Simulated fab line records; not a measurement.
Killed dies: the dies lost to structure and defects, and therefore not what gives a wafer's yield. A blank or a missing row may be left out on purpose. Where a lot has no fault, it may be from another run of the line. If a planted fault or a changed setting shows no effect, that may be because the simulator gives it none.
Which tool is to blame? | flow gf180mcu | 13 lots with 39 wafers sampled at 4 steps, on a route of 602 steps

== WHAT THE GAUGES READ, wafer by wafer ==
GF_STI_THK_MEAS_04. Usual: for STI_CVD_03_THK the level is 207.2 nm and the standard deviation is 1.8.
lot  | measured    | on            | STI_CVD_03_THK (nm) | flag
L976 | day 1 13:35 | film-metro-01 | 204.9 203.5 202.8   |
L978 | day 1 23:34 | film-metro-03 | 206.8 205.9 206.1   |
L980 | day 2 09:34 | film-metro-03 | 207.8 208.3 207.7   |
L981 | day 2 14:34 | film-metro-01 | 207.2 207.1 208.1   |
L983 | day 3 02:17 | film-metro-02 | 208.8 207.8 208.8   |
L984 | day 3 09:01 | film-metro-03 | 209.6 213.0 211.1   |
L985 | day 3 18:40 | film-metro-01 | 207.0 208.4 207.4   |
L986 | day 3 18:40 | film-metro-02 | 207.0 204.7 205.4   |
L993 | day 5 02:34 | film-metro-02 | 205.5 206.4 205.0   |
L994 | day 5 07:34 | film-metro-01 | 207.5 205.4 207.0   |
L997 | day 5 22:38 | film-metro-01 | 208.1 207.9 206.9   |
L998 | day 6 03:34 | film-metro-03 | 204.8 205.3 205.1   |
L999 | day 6 10:01 | film-metro-01 | 207.5 208.1 207.3   |

GF_HV_LDD_TW_MEAS_50. Usual: for HV_LDD_4_TW the level is 571 and the standard deviation is 5.4.
lot  | measured     | on            | HV_LDD_4_TW | flag
L976 | day 12 05:32 | film-metro-03 | 567 567 567 |
L978 | day 12 21:06 | film-metro-04 | 571 576 576 |
L980 | day 14 11:55 | film-metro-02 | 570 567 570 |
L981 | day 14 09:21 | film-metro-03 | 569 571 567 |
L983 | day 15 01:43 | film-metro-03 | 565 567 567 |
L984 | day 15 21:46 | film-metro-02 | 570 571 568 |
L985 | day 16 04:49 | film-metro-04 | 578 577 576 |
L986 | day 16 05:01 | film-metro-04 | 579 581 579 |
L993 | day 18 02:57 | film-metro-04 | 578 573 576 |
L994 | day 18 13:41 | film-metro-02 | 571 572 571 |
L997 | day 19 13:34 | film-metro-03 | 568 566 567 |
L998 | day 19 18:52 | film-metro-02 | 575 573 575 |
L999 | day 20 16:16 | film-metro-04 | 576 576 574 |

== WHAT TOOL EACH LOT RAN ON (gives the tool, then ch and the chambers of the sampled wafers, and finally the start) ==
lot  | GF_NWELL_STRIP_10                   | GF_POLY_GATE_ETCH_12
L976 | plasma-asher-02 ch 0,1, day 3 06:14 | rie-diel-02 ch 0,1,2, day 9 01:40
L978 | plasma-asher-02 ch 0,1, day 3 16:27 | rie-diel-01 ch 0,3, day 9 16:04
L980 | plasma-asher-04 ch 0,1, day 4 13:44 | rie-diel-04 ch 0,1, day 11 00:25
L981 | plasma-asher-02 ch 0,1, day 4 13:23 | rie-diel-04 ch 1,2, day 10 22:22
L983 | plasma-asher-03 ch 0,1, day 5 02:50 | rie-diel-02 ch 0,2,3, day 11 14:07
L984 | plasma-asher-04 ch 1, day 5 10:38   | rie-diel-04 ch 1,2, day 12 02:49
L985 | plasma-asher-03 ch 0,1, day 5 16:45 | rie-diel-04 ch 0,1,2, day 12 10:37
L986 | plasma-asher-04 ch 0,1, day 5 19:24 | rie-diel-04 ch 0,1, day 12 12:52
L993 | plasma-asher-02 ch 0,1, day 7 03:59 | rie-diel-01 ch 0,1,3, day 14 06:16
L994 | plasma-asher-04 ch 0,1, day 7 10:23 | rie-diel-01 ch 0,3, day 14 14:37
L997 | plasma-asher-03 ch 0,1, day 8 01:28 | rie-diel-04 ch 2,3, day 15 10:09
L998 | plasma-asher-04 ch 0,1, day 8 08:06 | rie-diel-04 ch 1,3, day 15 18:37
L999 | plasma-asher-02 ch 0,1, day 8 15:53 | rie-diel-01 ch 2,3, day 16 06:46
- GF_NWELL_STRIP_10: strips in O2/N2.
- GF_POLY_GATE_ETCH_12: etches BARC in N2/H2.

== WHAT THE TOOLS THEMSELVES READ (means of the sampled wafers that have a number; where no wafer has one, the mark that the record gives instead) ==
GF_NWELL_STRIP_10. Usual: drypump-motor-current-A 5.7 A, standard deviation 0.39; heater-power-w 331 W, standard deviation 52; oes-product-au 0.722 a.u., standard deviation 0.0043; strip-time-to-endpoint-s 36.92 s, standard deviation 0.094.
lot  | tool            | drypump-motor-current-A (A) | heater-power-w (W) | oes-product-au (a.u.) | strip-time-to-endpoint-s (s) | flag
L976 | plasma-asher-02 | 5.9                         | 289                | 0.723                 | 36.92                        |
L978 | plasma-asher-02 | 5.9                         | 298                | 0.727                 | 36.83                        |
L980 | plasma-asher-04 | 5.2                         | 302                | 0.724                 | 36.91                        |
L981 | plasma-asher-02 | 5.9                         | 295                | 0.725                 | 36.85                        |
L983 | plasma-asher-03 | 5.7                         | 402                | 0.725                 | 36.88                        |
L984 | plasma-asher-04 | 4.8                         | 299                | 0.719                 | 36.89                        |
L985 | plasma-asher-03 | 5.6                         | 402                | 0.724                 | 36.86                        |
L986 | plasma-asher-04 | 5.2                         | 299                | 0.724                 | 36.91                        |
L993 | plasma-asher-02 | 5.9                         | 294                | 0.724                 | 36.97                        |
L994 | plasma-asher-04 | 5.7                         | 311                | 0.716                 | 37.04                        |
L997 | plasma-asher-03 | 5.6                         | 364                | 0.725                 | 36.91                        |
L998 | plasma-asher-04 | 5.7                         | 307                | 0.723                 | 36.99                        |
L999 | plasma-asher-02 | 6.0                         | 293                | 0.722                 | 36.96                        |

GF_POLY_GATE_ETCH_12. Usual: bias-w 100.0 W, standard deviation 0.35; drypump-motor-current-A 5.6 A, standard deviation 0.44; oes-product-au 0.735 a.u., standard deviation 0.0042; rf-fwd-power-W 494.6 W, standard deviation 1.9; throttle-valve-pct 13.214 %, standard deviation 0.0097.
lot  | tool        | bias-w (W) | drypump-motor-current-A (A) | oes-product-au (a.u.) | rf-fwd-power-W (W) | throttle-valve-pct (%) | flag
L976 | rie-diel-02 | 99.8       | 6.0                         | 0.731                 | 492.9              | 13.208                 |
L978 | rie-diel-01 | 99.5       | 5.9                         | 0.733                 | 494.9              | 13.220                 |
L980 | rie-diel-04 | 100.3      | 5.4                         | 0.735                 | 493.6              | 13.216                 |
L981 | rie-diel-04 | 100.0      | 5.0                         | 0.734                 | 495.4              | 13.221                 |
L983 | rie-diel-02 | 100.0      | 5.8                         | 0.736                 | 493.0              | 13.206                 |
L984 | rie-diel-04 | 100.1      | 4.9                         | 0.733                 | 494.6              | 13.214                 |
L985 | rie-diel-04 | 100.4      | 5.2                         | 0.738                 | 294.7              | 13.217                 | OFF
L986 | rie-diel-04 | 100.0      | 5.1                         | 0.735                 | 294.8              | 13.223                 | OFF
L993 | rie-diel-01 | 100.1      | 5.8                         | 0.731                 | 494.8              | 13.216                 |
L994 | rie-diel-01 | 99.9       | 5.9                         | 0.738                 | 495.1              | 13.216                 |
L997 | rie-diel-04 | 100.1      | 5.6                         | 0.734                 | 497.5              | 13.218                 |
L998 | rie-diel-04 | 100.1      | 5.2                         | 0.733                 | 495.3              | 13.214                 |
L999 | rie-diel-01 | 99.9       | 5.7                         | 0.735                 | 492.4              | 13.210                 |

== THE ANSWER, worked out from the rows above alone ==
Rule: a lot is off if the mean of its wafers that have a number lies more than 3 standard deviations from the usual mean. Also off: a lot with no number at a reading for which 4 or more lots have one. All remaining lots with rows at the step are treated as sound. First the gauges in route order, then the tools' own readings, where a lot's mean is used as printed above. At the first step where some lot is off, the reading lying furthest off is the one used; lots without a number count as furthest.
Off: L985, L986 (GF_POLY_GATE_ETCH_12, rf-fwd-power-W).
A tool fits if, at that step or a process step before it, it ran every lot that is off, and no sound lot after the first of them. Of those tried, none fits.

== WHAT WAS PUT IN BY THE SIMULATOR ==
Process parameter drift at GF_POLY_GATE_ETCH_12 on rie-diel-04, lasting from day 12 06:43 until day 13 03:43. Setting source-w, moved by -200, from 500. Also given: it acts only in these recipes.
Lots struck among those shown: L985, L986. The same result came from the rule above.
